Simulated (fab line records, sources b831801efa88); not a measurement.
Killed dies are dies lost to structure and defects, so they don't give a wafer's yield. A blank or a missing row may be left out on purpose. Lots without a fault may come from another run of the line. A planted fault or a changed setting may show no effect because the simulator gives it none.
Split-lot experiment | flow gf180mcu | 5 lots, 23 wafers read, on a route of 602 steps

THE SPLIT
At GF_V5_EXPOSE_11 (exposes mask Via5, target cd 260 nm), the setting dose_mj was moved away from the recipe's 38 on 10 of the 23 wafers read, by -7.3% to +2.4%. The other wafers ran this setting at the recipe's value.

FROM THE SPLIT TO THE READING: what the file shows between them, 2 steps
- GF_V5_PEB_12: peb time 90 s
- GF_V5_DEVELOP_13: develop time 60 s

THE READING
cd_nm, in nm, at GF_V5_CD_MEAS_14 (target cd 260 nm). Fault-free wafers of this fab line usually give 260.2 nm, standard deviation 1.3 nm.

wafer  | tool, chamber at the split | dose_mj as run | against the recipe | cd_nm, nm | against lot-mates on the recipe
L075.1 | krf_scanner-02, 0          | 35.22          | -7.3%              | 250.6     | -11.4
L075.2 | krf_scanner-02, 0          | 38             | recipe             | 261.3     | -
L075.3 | krf_scanner-02, 0          | 38             | recipe             | 262.6     | -
L075.5 | krf_scanner-02, 0          | 35.22          | -7.3%              | 249.3     | -12.7
L075.6 | krf_scanner-02, 0          | 35.22          | -7.3%              | 250.3     | -11.7
L077.2 | krf_scanner-02, 0          | 38             | recipe             | 261.8     | -
L077.3 | krf_scanner-02, 0          | 37.01          | -2.6%              | 257.4     | -4.0
L077.4 | krf_scanner-02, 0          | 37.01          | -2.6%              | 256.4     | -5.0
L077.5 | krf_scanner-02, 0          | 37.01          | -2.6%              | 257.6     | -3.8
L077.6 | krf_scanner-02, 0          | 38             | recipe             | 260.9     | -
L080.1 | krf_scanner-01, 0          | 38             | recipe             | 259.0     | -
L080.3 | krf_scanner-01, 0          | 38             | recipe             | 258.7     | -
L080.6 | krf_scanner-01, 0          | 38             | recipe             | 257.2     | -
L082.1 | krf_scanner-01, 0          | 38.91          | +2.4%              | 262.0     | +3.0
L082.2 | krf_scanner-01, 0          | 38             | recipe             | 259.2     | -
L082.3 | krf_scanner-01, 0          | 38             | recipe             | 258.9     | -
L082.5 | krf_scanner-01, 0          | 38             | recipe             | 258.9     | -
L082.6 | krf_scanner-01, 0          | 38.91          | +2.4%              | 262.9     | +3.9
L085.1 | krf_scanner-01, 0          | 38             | recipe             | 259.9     | -
L085.2 | krf_scanner-01, 0          | 35.86          | -5.6%              | 250.9     | -8.8
L085.3 | krf_scanner-01, 0          | 35.86          | -5.6%              | 250.7     | -9.0
L085.5 | krf_scanner-01, 0          | 38             | recipe             | 260.1     | -
L085.6 | krf_scanner-01, 0          | 38             | recipe             | 259.2     | -

THE FIT
A straight line over all 23 wafers: cd_nm changes by +1.36 nm for each +1% of dose_mj; r = +0.96; the points scatter about the line by 1.3 nm.
The same after taking each lot's own level away (the mean of its wafers on the recipe; 23 wafers): +1.6 nm for each +1%; r = +0.99; scatter 0.54 nm.
On that fit, the largest move of dose_mj shifts the reading by 12 nm.
The lots' own levels span 258.30 to 261.95 nm, that is 2.8 times the standard deviation above.
So the lot-to-lot level changes the slope: the two fits differ.
Check: with one of the wafers moved furthest among these (-7.3%) left out of the fit, the line predicts -11.9 nm for it against its lot-mates. It came out at -11.4 nm against them.

OTHER SPLITS ON THESE WAFERS
These wafers also went through other splits before the reading. Each is held against what the fit with the lots' levels taken away leaves over:
other split on the same wafers  | wafers away from the commonest value | r with cd_nm (lot level and that fit taken away)
GF_V4_EXPOSE_11 dose_mj         | 8                                    | +0.00
GF_V4_ETCH_17 bias_w            | 7                                    | +0.00
GF_MIM_METAL_ETCH_19 time_s     | 7                                    | +0.14
GF_M5_PEB_05 peb_temp_c         | 9                                    | +0.14
GF_M5_ETCH_09 source_w          | 5                                    | -0.24
GF_V5_CMP_04 leave_above_ref_nm | 4                                    | -0.21

THE WHOLE CHAIN: every reading that the file lists as answering this split, in the file's order
step             | what it does                                                 | reading                                                   | change (the file's fit)              | r (the file's)
GF_V5_CD_MEAS_14 | target cd 260 nm                                             | cd_nm                                                     | +1.6 nm for each +1% of the setting  | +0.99
GF_V5_ETCH_16    | etches BARC in N2/H2                                         | V5.cd_nm (the simulator's own value, which no gauge read) | +1.68 nm for each +1% of the setting | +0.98
GF_V5_ETCH_17    | etches SiO2 in C4F8/O2/Ar, stops on TiN, target depth 855 nm | V5.cd_nm (the simulator's own value, which no gauge read) | +1.64 nm for each +1% of the setting | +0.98

THE FILE'S OWN FIT
cd_nm changes by +1.6 nm for each +1% of dose_mj, r = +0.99.
